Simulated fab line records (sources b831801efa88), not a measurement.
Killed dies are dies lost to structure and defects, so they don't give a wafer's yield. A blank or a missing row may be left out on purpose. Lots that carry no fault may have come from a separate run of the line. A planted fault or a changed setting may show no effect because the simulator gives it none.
Which tool did it?	flow sfq_line	14 lots, 40 wafers sampled, at 1 step of a route of 325

WHAT EACH GAUGE READ, for each wafer
The record lacks any reading of a measuring or inspecting step that a usual standard deviation could be used to judge.

WHAT TOOL EACH LOT RAN ON (gives the tool, then ch and the chambers of the sampled wafers, and finally the start)
lot	SFQ_TRILAYER_I4_VIA_LITHO_PEB_106
L962	litho_track-03 ch 0, day 47 21:06
L964	litho_track-01 ch 0, day 49 04:28
L966	litho_track-01 ch 0, day 50 12:51
L967	litho_track-02 ch 0, day 51 08:01
L968	litho_track-01 ch 0, day 51 13:36
L969	litho_track-02 ch 0, day 52 03:49
L970	litho_track-02 ch 0, day 52 10:59
L972	litho_track-02 ch 0, day 54 15:55
L973	litho_track-02 ch 0, day 54 18:20
L978	litho_track-02 ch 0, day 55 01:31
L979	litho_track-02 ch 0, day 55 05:56
L983	litho_track-03 ch 0, day 55 10:41
L984	litho_track-01 ch 0, day 55 11:52
L985	litho_track-03 ch 0, day 55 13:04
- SFQ_TRILAYER_I4_VIA_LITHO_PEB_106: peb time 60 s.

WHAT THE TOOLS THEMSELVES READ (means of the sampled wafers that have a number; where no wafer has one, the mark that the record gives instead)
SFQ_TRILAYER_I4_VIA_LITHO_PEB_106.
lot	tool	heater_power_total_W (W)
L962	litho_track-03	79.19
L964	litho_track-01	79.19
L966	litho_track-01	79.16
L967	litho_track-02	79.15
L968	litho_track-01	79.17
L969	litho_track-02	79.13
L970	litho_track-02	79.19
L972	litho_track-02	79.15
L973	litho_track-02	79.10
L978	litho_track-02	80.86
L979	litho_track-02	80.94
L983	litho_track-03	79.11
L984	litho_track-01	79.13
L985	litho_track-03	79.21

THE ANSWER, worked out from the rows above alone
Rule: the usual values come from the lots themselves. The widest of any qualifying gaps counts: lots, ordered by their means at a reading, are off when they make up no more than a third of the lots, leave a main group of 4 or more, and stand apart from it by 3 or more times the standard deviation of that group's means. If all means in a main group match to the digits the tables above print for the reading, that group is not used. A lot without any number at a reading at which 4 lots or more have one is off too. The other lots that the step has rows for count as sound. After the gauges, taken in route order, come the tools' own readings; for these a lot's mean is taken, as printed above. The first step at which some lot is off is used, and at that step the reading that is off furthest; a lot without a number counts as furthest.
Off: L978, L979, at SFQ_TRILAYER_I4_VIA_LITHO_PEB_106 (heater_power_total_W). The main group has a mean of 79.16 W with a standard deviation of 0.033.
A tool fits if, at that step or a process step before it, it ran every lot that is off, and no sound lot after the first of them. One fits: SFQ_TRILAYER_I4_VIA_LITHO_PEB_106 on litho_track-02. A fault onset in the window from L973 (day 54 18:20, its last sound lot) to L978 (day 55 01:31, its first lot off) fits.
On the lots that are off, the tool's own readings at SFQ_TRILAYER_I4_VIA_LITHO_PEB_106 differ by more than 5 times the standard deviation of the sound lots' means, which bears it out; heater_power_total_W reads 80.90 W there versus 79.16 W on the sound lots.

WHAT WAS PUT IN BY THE SIMULATOR
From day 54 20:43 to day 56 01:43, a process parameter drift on litho_track-02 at SFQ_TRILAYER_I4_VIA_LITHO_PEB_106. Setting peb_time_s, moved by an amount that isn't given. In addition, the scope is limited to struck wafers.
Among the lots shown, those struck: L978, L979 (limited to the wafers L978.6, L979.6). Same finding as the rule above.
